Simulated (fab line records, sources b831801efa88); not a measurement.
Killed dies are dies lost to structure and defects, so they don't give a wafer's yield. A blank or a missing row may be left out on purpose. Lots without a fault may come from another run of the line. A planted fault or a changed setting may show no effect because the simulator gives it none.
Which tool did it? | flow gf180mcu | 13 lots, 39 wafers sampled, at 1 step of a route of 602

WHAT THE GAUGES READ, wafer by wafer
GF_V3_BOW_MEAS_05.
lot  | measured     | on            | V3_BOW (um)
L488 | day 21 06:10 | film_metro-01 | 122 128 123
L489 | day 21 19:08 | film_metro-01 | 116 112 123
L491 | day 22 12:41 | film_metro-04 | 106 107 112
L492 | day 23 08:57 | film_metro-04 | 111 113 107
L495 | day 24 11:29 | film_metro-01 | 115 113 121
L496 | day 24 12:50 | film_metro-04 | 113 116 117
L497 | day 24 20:19 | film_metro-02 | 112 117 119
L498 | day 25 02:29 | film_metro-04 | 123 113 116
L501 | day 26 01:40 | film_metro-01 | 127 117 126
L502 | day 26 14:18 | film_metro-04 | 114 105 103
L508 | day 28 02:45 | film_metro-04 | 125 113 118
L509 | day 28 09:44 | film_metro-02 | 117 112 111
L511 | day 28 19:38 | film_metro-04 | 110 108 113

WHICH TOOL RAN EACH LOT (tool, then ch and the chambers of the sampled wafers, then the start)
The record holds no process step before these readings.

WHAT THE TOOLS THEMSELVES READ (means of the sampled wafers that have a number; where no wafer has one, the mark that the record gives instead)
The record holds no such reading with a usual standard deviation.

THE ANSWER, worked out from the rows above alone
Rule: what is usual is taken from the lots themselves. Put in order of their means at a reading, lots are off if they are a third of the lots or fewer, leave a main group of 4 or more, and stand apart from it by a gap of 3 or more times the standard deviation of the main group's means; of several such gaps the widest counts. A main group whose means are all the same, to the digits that the tables above print for the reading, isn't used. A lot without any number at a reading at which 4 lots or more have one is off too. The other lots that the step has rows for count as sound. The gauges are gone through in route order, then the tools' own readings, and for those a lot's mean is taken as printed above. The first step at which some lot is off is used, and at that step the reading that is off furthest; a lot without a number counts as furthest.
No lot is off at any reading shown: from this, nothing can be told.

WHAT THE SIMULATOR HAD PUT IN
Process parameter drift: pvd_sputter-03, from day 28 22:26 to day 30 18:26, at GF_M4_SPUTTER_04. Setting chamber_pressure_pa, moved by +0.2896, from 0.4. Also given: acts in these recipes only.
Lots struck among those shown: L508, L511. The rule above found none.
